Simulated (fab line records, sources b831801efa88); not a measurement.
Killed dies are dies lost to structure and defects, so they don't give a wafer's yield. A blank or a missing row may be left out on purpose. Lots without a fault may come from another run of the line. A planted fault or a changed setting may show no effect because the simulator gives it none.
Which tool did it? | flow sfq_line | 7 lots, 21 wafers sampled, at 2 steps of a route of 325

WHAT THE GAUGES READ, wafer by wafer
SFQ_I7_BOW_MEAS_946.
lot  | measured     | on            | I7_BOW (um)
L886 | day 73 05:44 | film_metro-01 | 14 28 19
L888 | day 75 01:46 | film_metro-03 | 18 18 2
L890 | day 75 05:21 | film_metro-01 | 14 3 11
L898 | day 77 16:54 | film_metro-03 | 4 0 11
L901 | day 78 00:31 | film_metro-01 | 7 8 3
L905 | day 83 06:02 | film_metro-03 | 15 6 5
L907 | day 86 17:48 | film_metro-04 | -2 9 11

WHICH TOOL RAN EACH LOT (tool, then ch and the chambers of the sampled wafers, then the start)
lot  | SFQ_TRILAYER_M6_STRIP_STRIP_163
L886 | rie_metal-03 ch 0, day 65 22:13
L888 | rie_metal-02 ch 0,1, day 69 03:18
L890 | rie_metal-02 ch 0,1, day 69 05:54
L898 | rie_metal-03 ch 0,1, day 76 15:49
L901 | rie_metal-03 ch 0,1, day 76 23:01
L905 | rie_metal-01 ch 1, day 77 18:13
L907 | rie_metal-03 ch 0,1, day 77 23:58
- SFQ_TRILAYER_M6_STRIP_STRIP_163: strips in O2.

THE ANSWER, worked out from the rows above alone
Rule: what is usual is taken from the lots themselves. Put in order of their means at a reading, lots are off if they are a third of the lots or fewer, leave a main group of 4 or more, and stand apart from it by a gap of 3 or more times the standard deviation of the main group's means; of several such gaps the widest counts. A main group whose means are all the same, to the digits that the tables above print for the reading, isn't used. A lot without any number at a reading at which 4 lots or more have one is off too. The other lots that the step has rows for count as sound.
No lot is off at any reading shown: from this, nothing can be told.

WHAT THE SIMULATOR HAD PUT IN
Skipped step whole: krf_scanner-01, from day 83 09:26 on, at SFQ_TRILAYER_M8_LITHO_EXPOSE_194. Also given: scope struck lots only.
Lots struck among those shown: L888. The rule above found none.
